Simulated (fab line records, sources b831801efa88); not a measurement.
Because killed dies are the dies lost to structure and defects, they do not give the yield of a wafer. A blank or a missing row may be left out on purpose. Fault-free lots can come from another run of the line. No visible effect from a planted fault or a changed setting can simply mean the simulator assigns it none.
2 desks, one fault | flow gf180mcu | numbers are kept per desk, each desk with only its own; the story behind them comes last

== THE TOOL OWNER'S DESK: furnace-02 ==
The tool's own readings at GF_DUAL_GATE_OXIDATION_02 (stabilise 600 s, purge 300 s, target thk 10.887 nm): means of the sampled wafers that have a number, for each lot that ran on this tool. Any lot whose mean is over 4 standard deviations away from the usual mean is out of limits and marked OUT; that distance is given in the brackets. 7 of its 9 readings are shown: the first one out of limits and those lying furthest out on some lot.
Columns: A = spike-tc-bottom-C at GF_DUAL_GATE_OXIDATION_02, usual 919.1 C; B = spike-tc-centre-C at GF_DUAL_GATE_OXIDATION_02, usual 902.0 C; C = spike-tc-lower-C at GF_DUAL_GATE_OXIDATION_02, usual 901.2 C; D = spike-tc-top-C at GF_DUAL_GATE_OXIDATION_02, usual 911.9 C; E = spike-tc-upper-C at GF_DUAL_GATE_OXIDATION_02, usual 900.0 C; F = tube-center-temp-C at GF_DUAL_GATE_OXIDATION_02, usual 900.01 C; G = tube_center_temp_C_max at GF_DUAL_GATE_OXIDATION_02, usual 902.3
lot  | first seen here | A               | B               | C               | D               | E               | F                        | G
L830 | day 7 16:08     | 918.5           | 900.9           | 901.2           | 912.3           | 900.4           | 899.94                   | 902.3
L831 | day 7 22:31     | 918.9           | 901.9           | 901.7           | 911.5           | 900.1           | 900.02                   | 902.4
L833 | day 8 11:35     | 918.1           | 901.6           | 901.0           | 910.6           | 899.6           | 900.03                   | 902.6
L835 | day 9 05:50     | 918.5           | 902.5           | 901.3           | 912.1           | 899.8           | 899.96                   | 902.3
L841 | day 10 20:06    | 918.8           | 901.8           | 901.1           | 912.0           | 899.8           | 899.98                   | 902.3
L842 | day 11 04:36    | 919.3           | 901.8           | 900.7           | 911.5           | 900.6           | 899.98                   | 902.1
L847 | day 12 09:31    | 963.8 (+47) OUT | 947.3 (+45) OUT | 945.8 (+45) OUT | 957.2 (+45) OUT | 944.2 (+40) OUT | 945.34 (+99 or more) OUT | 947.9 (+99 or more) OUT
L848 | day 12 17:31    | 965.1 (+48) OUT | 947.8 (+46) OUT | 946.2 (+45) OUT | 957.1 (+45) OUT | 945.2 (+41) OUT | 945.41 (+99 or more) OUT | 948.1 (+99 or more) OUT
This desk's finding: out of limits on L847, L848; first on L847, day 12 09:31 (spike-tc-bottom-C at GF_DUAL_GATE_OXIDATION_02). In limits: L830, L831, L833, L835, L841, L842.

== AT THE METROLOGY DESK ==
Means of the sampled wafers that have a number, per lot and without regard to the tool the lot ran on: this is what the gauges read. Any lot whose mean is over 4 standard deviations away from the usual mean is out of limits and marked OUT; that distance is given in the brackets.
Columns: A = DUAL_GATE_OXIDATION_00_THK at GF_DUAL_GATE_THK_MEAS_03, usual 10.92 nm; B = SAB_OVL at GF_SAB_OVL_MEAS_10, usual -0.2 nm; C = V1_CVD_00_THK at GF_V1_THK_MEAS_01, usual 599 nm
lot  | first seen here | A               | B    | C
L830 | day 7 17:34     | 11.02           | -1.1 | 604
L831 | day 8 00:06     | 10.92           | -2.6 | 598
L832 | day 8 03:06     | 10.70           | -1.1 | 595
L833 | day 8 13:02     | 10.67           | 0.4  | 596
L835 | day 9 07:17     | 10.83           | 0.1  | 599
L838 | day 9 22:32     | 11.00           | 1.3  | 601
L841 | day 10 21:32    | 10.76           | 0.4  | 590
L842 | day 11 06:03    | 11.00           | -1.0 | 602
L846 | day 12 05:04    | 11.05           | -1.3 | 600
L847 | day 12 10:58    | 17.35 (+36) OUT | 0.2  | 600
L848 | day 12 18:58    | 17.54 (+37) OUT | -0.3 | 598
L850 | day 13 08:13    | 10.97           | 0.3  | 593
This desk's result: L847, L848 out of limits, first on L847 (DUAL_GATE_OXIDATION_00_THK at GF_DUAL_GATE_THK_MEAS_03), day 12 10:58. In limits: L830, L831, L832, L833, L835, L838, L841, L842, L846, L850.

== ALL TOGETHER ==
On L847, L848, at day 12 09:31, an alarm was possible from the tool owner's desk.
L847, L848 would have let the metrology desk raise an alarm at day 12 10:58.
Of the lots named, all ran GF_DUAL_GATE_OXIDATION_02 on furnace-02.

== WHAT THE SIMULATOR HAD PUT IN ==
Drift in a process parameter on furnace-02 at GF_DUAL_GATE_OXIDATION_02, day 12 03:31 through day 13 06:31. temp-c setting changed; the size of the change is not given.
Shown lots that were struck: L847, L848.
Hours from the fault's start to each desk's first reading out of limits: the tool owner's desk, 6; the metrology desk, 7.
